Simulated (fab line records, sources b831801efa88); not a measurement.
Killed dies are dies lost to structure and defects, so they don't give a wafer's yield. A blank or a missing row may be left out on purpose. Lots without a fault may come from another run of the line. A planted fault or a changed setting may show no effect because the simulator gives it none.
A struck lot beside a sound one | flow sky130 | 30 steps out of a route of 708
Sound: wafers L248.1, L248.2, L248.4. Struck: wafer L256.2. (L256.3, L256.5 of the same lot were not struck and are left out.) The cause comes at the end.
At each step with rows: each side's tool, then ch and its chambers, then its first start. Under that, the readings that differ: sound wafers | struck wafers | difference of the means | sigmas: that difference in standard deviations of wafers without a fault.
alike: readings whose means differ by less than 2 such deviations, and words and numbers that are the same on both sides. not compared: withheld readings, readings that some wafer has no value for, bounds like >300 that may hide the same value, and numbers for which the record gives no deviation and whose values overlap.
The two part at a step that has a row with sigmas, a row that says differs or no value, or rows on one side only. Numbers that don't overlap but have no deviation are shown without sigmas and don't part them. A reading that every wafer of one side lacks parts them only if that side has two wafers or more.

SKY_LI_CONTACT_OVL_MEAS_13:
  sound on overlay-02, day 31 07:09; struck on overlay-01, day 33 18:50
  alike: LI_CONTACT_OVL
then, 5 steps without rows for these wafers: SKY_LI_CONTACT_ETCH_14 (etches BARC in N2/H2, stops on SiO2, time 45.9 s, target depth 60 nm); SKY_LI_CONTACT_ETCH_15 (etches PSG in C4F8/O2/Ar, stops on Si, target depth 600 nm); SKY_LI_CONTACT_STRIP_16 (strips in O2/N2); SKY_LI_CONTACT_CLEAN_17 (cleans in NMP, time 600 s); SKY_LI_CONTACT_PRE_CLEAN_18 (time 5.6 s).
SKY_LI_CONTACT_SPUTTER_19: material Ti, target thk 20 nm, time 106.37 s.
  sound on pvd_sputter-03, day 31 07:36; struck on pvd_sputter-04, day 33 19:21
  alike: throttle_valve_pct
then, 1 step without rows for these wafers: SKY_LI_CONTACT_SPUTTER_20 (material TiN, target thk 20 nm, time 80 s).
SKY_LI_CONTACT_CVD_21: deposits W, target thk 400 nm, time 120.56 s.
  sound on cvd_w-02 ch 0,1, day 31 07:44; struck on cvd_w-02 ch 1, day 33 19:29
  alike: chamber_pressure_Torr, heater_power_w
SKY_LI_CONTACT_RS_MEAS_22: measures by four-point-probe.
  sound on film_metro-02, day 31 07:52; struck on film_metro-02, day 33 19:38
  alike: LI_CONTACT_W_RS
SKY_LI_CONTACT_THK_MEAS_23: measures by xrf.
  sound on film_metro-02, day 31 07:59; struck on film_metro-02, day 33 19:44
  alike: LI_CONTACT_W_THK
SKY_LI_CONTACT_CMP_24: polishes, stops on PSG, t overpolish 20 s, target thk 0 nm.
  sound on cmp-02 ch 0,1,3, day 31 08:03; struck on cmp-02 ch 3, day 33 19:47
  reading                | sound    | struck | difference | sigmas
  time_to_endpoint_s (s) | 92 94 92 | 101    | +8         | +2
  alike: motor_current_A, overpolish_run_s, platen_rpm
SKY_LOCAL_INTERCONNECT_SPUTTER_00: material TiN, target thk 100 nm, time 83.3 s.
  sound on pvd_sputter-02, day 31 08:21; struck on pvd_sputter-01, day 33 20:05
  reading                                                | sound           | struck | difference | sigmas
  model.TiN_of_LOCAL_INTERCONNECT_SPUTTER_00.thk_nm (nm) | 100 99.97 98.95 | 71.78  | -27.86     |
  alike: throttle_valve_pct
SKY_LOCAL_INTERCONNECT_RS_MEAS_01: measures by four-point-probe.
  sound on film_metro-03, day 31 08:25; struck on film_metro-01, day 33 20:28
  reading                            | sound             | struck | difference | sigmas
  LOCAL_INTERCONNECT_TIN_RS (ohm/sq) | 14.16 14.16 14.29 | 20.11  | +5.91      | +35
  not compared: hold
SKY_LOCAL_INTERCONNECT_THK_MEAS_02: measures by xrf.
  sound on film_metro-03, day 31 08:32; struck on film_metro-01, day 33 22:05
  reading                         | sound          | struck | difference | sigmas
  LOCAL_INTERCONNECT_TIN_THK (nm) | 96.8 96.5 95.7 | 70.0   | -26.3      | -20
  not compared: hold
then, 7 steps without rows for these wafers: SKY_LOCAL_INTERCONNECT_HMDS_04 (prime time 60 s); SKY_LOCAL_INTERCONNECT_COAT_05 (resist thk 60 nm); SKY_LOCAL_INTERCONNECT_COAT_06 (resist thk 450 nm); SKY_LOCAL_INTERCONNECT_SOFTBAKE_07 (time 90 s); SKY_LOCAL_INTERCONNECT_EXPOSE_08 (exposes mask LI1M, target cd 170 nm); SKY_LOCAL_INTERCONNECT_PEB_09; SKY_LOCAL_INTERCONNECT_DEVELOP_10 (develop time 60 s).
SKY_LOCAL_INTERCONNECT_CD_MEAS_11: target cd 170 nm.
  sound on cd_sem-02, day 32 11:49; struck on cd_sem-02, day 34 23:08
  alike: cd_nm
SKY_LOCAL_INTERCONNECT_OVL_MEAS_12:
  sound on overlay-02, day 32 11:56; struck on overlay-01, day 34 23:15
  alike: LOCAL_INTERCONNECT_OVL
SKY_LOCAL_INTERCONNECT_ETCH_13: etches BARC in N2/H2, stops on SiO2, time 45.9 s, target depth 60 nm.
  sound on rie_metal-03 ch 1, day 32 11:59; struck on rie_metal-02 ch 0, day 34 23:17
  alike: drypump_motor_current_A, oes_product_au, throttle_valve_pct
  not compared: rf_hours_counter_h
SKY_LOCAL_INTERCONNECT_METAL_ETCH_14: etches TiN in Cl2/BCl3, stops on PSG, target depth 110 nm, time 31.4 s.
  sound on rie_metal-03 ch 1, day 32 12:06; struck on rie_metal-02 ch 0, day 34 23:20
  reading                | sound                | struck | difference | sigmas
  oes_product_au (a.u.)  | 0.939 0.939 0.932    | 0.781  | -0.156     | -20
  throttle_valve_pct (%) | 21.914 21.911 21.884 | 22.008 | +0.105     | +10
  alike: drypump_motor_current_A
  not compared: rf_hours_counter_h
SKY_LOCAL_INTERCONNECT_STRIP_15: strips in O2/N2.
  sound on plasma_asher-03 ch 0,1, day 32 12:13; struck on plasma_asher-02 ch 0, day 34 23:23
  alike: drypump_motor_current_A, oes_product_au, strip_time_to_endpoint_s
  not compared: rf_hours_counter_h
SKY_LOCAL_INTERCONNECT_STRIP_16: strips in post etch residue remover, time 1200 s.
  sound on wet_bench-03 ch 0, day 32 12:19; struck on wet_bench-01 ch 3, day 34 23:29
  reading                                                | sound             | struck | difference | sigmas
  model.TiN_of_LOCAL_INTERCONNECT_SPUTTER_00.thk_nm (nm) | 99.63 99.55 98.53 | 71.36  | -27.88     |
then, 1 step without rows for these wafers: SKY_LOCAL_INTERCONNECT_CLEAN_17 (cleans in IPA, time 180 s).
-- the record jumps here: 14 days lie between the struck wafers' starts before and after (it left off in module LOCAL_INTERCONNECT and takes up again in module PAD_OPEN, whose first step shown is number 708 of the route) --
SKY_PAD_OPEN_PROBE_99:
  sound on prober-02, day 47 09:31; struck on prober-02, day 49 04:17
  reading                        | sound             | struck | difference | sigmas
  killed_at_M0_to_M3             | 39 31 39          | 51     | +15        | +2
  killed_dies                    | 72 74 75          | 94     | +20        | +2
  killed_short                   | 34 31 30          | 44     | +12        | +2
  model.etest.res_li.line_ohm_um | 77.41 77.47 77.67 | 103.2  | +25.7      |
  model.etest.res_li.rs_ohm_sq   | 12.79 12.82 13.04 | 17.86  | +4.98      |
  model.etest.mcon_chain.rc_ohm  | 15.91 17 17.62    | 19.27  | +2.43      |
  alike: killed_at_M4_up, killed_at_contacts, killed_at_front_end, killed_at_other, killed_open

WHERE THEY PART
First at SKY_LI_CONTACT_CMP_24; last, within this record, at SKY_PAD_OPEN_PROBE_99.

WHY: what the simulator had put in
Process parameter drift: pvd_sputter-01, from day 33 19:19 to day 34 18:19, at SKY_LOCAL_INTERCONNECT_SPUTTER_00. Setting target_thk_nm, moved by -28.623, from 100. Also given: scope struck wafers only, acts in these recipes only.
